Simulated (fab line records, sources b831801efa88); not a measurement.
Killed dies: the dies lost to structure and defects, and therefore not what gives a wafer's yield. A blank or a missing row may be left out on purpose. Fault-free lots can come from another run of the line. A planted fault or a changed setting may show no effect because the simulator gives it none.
Which tool was responsible?    flow sky130    14 lots, 42 wafers sampled, at 4 steps of a route of 708

== WHAT THE GAUGES SHOWED, per wafer ==
SKY_GATE_OXIDE_THK_MEAS_02.
lot   measured      on            GATE_OXIDE_OXIDATION_00_THK (nm)
L370  day 13 07:35  filmMetro-02  10.55 10.67 10.37
L371  day 13 14:32  filmMetro-03  10.13 10.10 10.07
L373  day 14 14:22  filmMetro-01  10.21 10.38 10.31
L374  day 14 19:42  filmMetro-01  10.11 10.09 10.00
L375  day 15 04:51  filmMetro-02  10.11 10.07 10.09
L376  day 15 14:56  filmMetro-02  10.49 10.42 10.52
L377  day 15 20:29  filmMetro-03  10.53 10.50 10.57
L378  day 16 02:57  filmMetro-01  10.02 10.01 10.14
L381  day 17 07:22  filmMetro-02  10.38 10.32 10.38
L382  day 17 12:49  filmMetro-03  10.54 10.67 10.53
L383  day 17 15:47  filmMetro-03  10.35 10.26 10.39
L386  day 19 02:00  filmMetro-03  10.32 10.31 10.54
L388  day 19 14:00  filmMetro-03  10.23 10.20 10.44
L389  day 19 23:35  filmMetro-02  10.05 9.92 10.01

SKY_LDD_HVP_OVL_MEAS_07.
lot   measured      on          LDD_HVP_OVL (nm)
L370  day 22 05:05  overlay-02  -0.6 1.3 1.0
L371  day 22 09:22  overlay-02  2.1 2.6 3.7
L373  day 23 17:55  overlay-01  -1.4 -0.5 -1.9
L374  day 23 21:58  overlay-01  -0.4 -0.7 -0.4
L375  day 24 09:16  overlay-02  0.5 0.3 0.5
L376  day 24 21:26  overlay-02  1.1 0.0 2.4
L377  day 24 22:14  overlay-01  0.2 -0.2 1.3
L378  day 25 04:43  overlay-01  0.6 2.2 1.8
L381  day 26 11:25  overlay-01  0.3 0.9 -1.7
L382  day 26 13:41  overlay-02  -0.4 2.2 1.1
L383  day 26 18:02  overlay-01  -2.2 0.0 -0.9
L386  day 28 03:05  overlay-01  0.3 2.2 1.8
L388  day 28 14:37  overlay-01  -0.5 -0.8 -1.2
L389  day 29 01:02  overlay-02  -0.1 0.7 1.5

SKY_POLY_CUT_OVL_MEAS_09.
lot   measured      on          POLY_CUT_OVL (nm)
L370  day 24 21:18  overlay-01  -5 -11 2
L371  day 25 01:11  overlay-02  5 2 -4
L373  day 26 07:38  overlay-02  3 -1 0
L374  day 26 11:57  overlay-02  1 -7 -12
L375  day 27 00:35  overlay-02  1 0 5
L376  day 27 10:48  overlay-02  4 -4 -6
L377  day 27 15:14  overlay-02  -13 3 0
L378  day 27 18:48  overlay-02  1 -1 3
L381  day 28 23:59  overlay-01  -7 -1 -8
L382  day 29 03:02  overlay-01  6 3 3
L383  day 29 06:37  overlay-01  -12 -1 -2
L386  day 30 14:04  overlay-01  7 2 5
L388  day 31 02:08  overlay-02  6 -5 -2
L389  day 31 12:45  overlay-01  3 -3 0

== WHAT TOOL EACH LOT RAN ON (gives the tool, then ch and the chambers of the sampled wafers, and finally the start) ==
lot   SKY_LDD_LDN_IMPLANT_09
L370  implanter-01 ch 0, day 23 11:42
L371  implanter-02 ch 0, day 23 15:21
L373  implanter-01 ch 0, day 25 00:26
L374  implanter-02 ch 0, day 25 03:48
L375  implanter-02 ch 0, day 25 14:12
L376  implanter-03 ch 0, day 26 03:00
L377  implanter-02 ch 0, day 26 03:33
L378  implanter-02 ch 0, day 26 11:18
L381  implanter-01 ch 0, day 27 16:54
L382  implanter-03 ch 0, day 27 19:55
L383  implanter-02 ch 0, day 27 23:56
L386  implanter-01 ch 0, day 29 07:57
L388  implanter-01 ch 0, day 29 18:54
L389  implanter-03 ch 0, day 30 06:33
- SKY_LDD_LDN_IMPLANT_09

== WHAT THE TOOLS THEMSELVES READ (means of the sampled wafers that have a number; where no wafer has one, the mark that the record gives instead) ==
SKY_LDD_LDN_IMPLANT_09.
lot   tool          beamEnergyKeV  doseIonsCm2
L370  implanter-01  14.993         1.2496e+13
L371  implanter-02  14.999         1.2513e+13
L373  implanter-01  15.004         1.2505e+13
L374  implanter-02  15.000         1.2499e+13
L375  implanter-02  15.003         1.2494e+13
L376  implanter-03  14.996         1.2510e+13
L377  implanter-02  15.000         1.2484e+13
L378  implanter-02  15.000         1.2492e+13
L381  implanter-01  15.007         1.2505e+13
L382  implanter-03  15.000         1.2491e+13
L383  implanter-02  15.000         1.2490e+13
L386  implanter-01  17.994         1.2513e+13
L388  implanter-01  17.997         1.2509e+13
L389  implanter-03  14.999         1.2504e+13

== THE ANSWER, worked out from the rows above alone ==
Rule: usual is defined by the lots themselves. Put in order of their means at a reading, lots are off if they are a third of the lots or fewer, leave a main group of 4 or more, and stand apart from it by a gap of 3 or more times the standard deviation of the main group's means; of several such gaps the widest counts. The tables above print the reading to a certain number of digits; a main group whose means all agree to those digits is not used. A lot without any number at a reading at which 4 lots or more have one is off too. The other lots that the step has rows for count as sound. Order of review: gauges by route order, followed by the tools' own readings, for which a lot's mean as printed above is used. The first step at which some lot is off is used, and at that step the reading that is off furthest; a lot without a number counts as furthest.
Off: L386, L388 (SKY_LDD_LDN_IMPLANT_09, beamEnergyKeV). Main group: mean 15.000, sd 0.0034.
If a tool, at that step or one of the process steps before it, ran each lot that is off and ran no sound lot following the first of them, it fits. One fits: implanter-01 at SKY_LDD_LDN_IMPLANT_09. A fault onset in the window from L381 (day 27 16:54, its last sound lot) to L386 (day 29 07:57, its first lot off) fits.
On the lots that are off, the tool's own readings at SKY_LDD_LDN_IMPLANT_09 differ by more than 5 times the standard deviation of the sound lots' means, which bears it out; beamEnergyKeV reads 17.995 there versus 15.000 on the sound lots.

== WHAT THE SIMULATOR PUT IN ==
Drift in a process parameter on implanter-01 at SKY_LDD_LDN_IMPLANT_09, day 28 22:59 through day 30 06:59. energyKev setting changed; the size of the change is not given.
Struck lots among those shown: L386, L388. The same result came from the rule above.
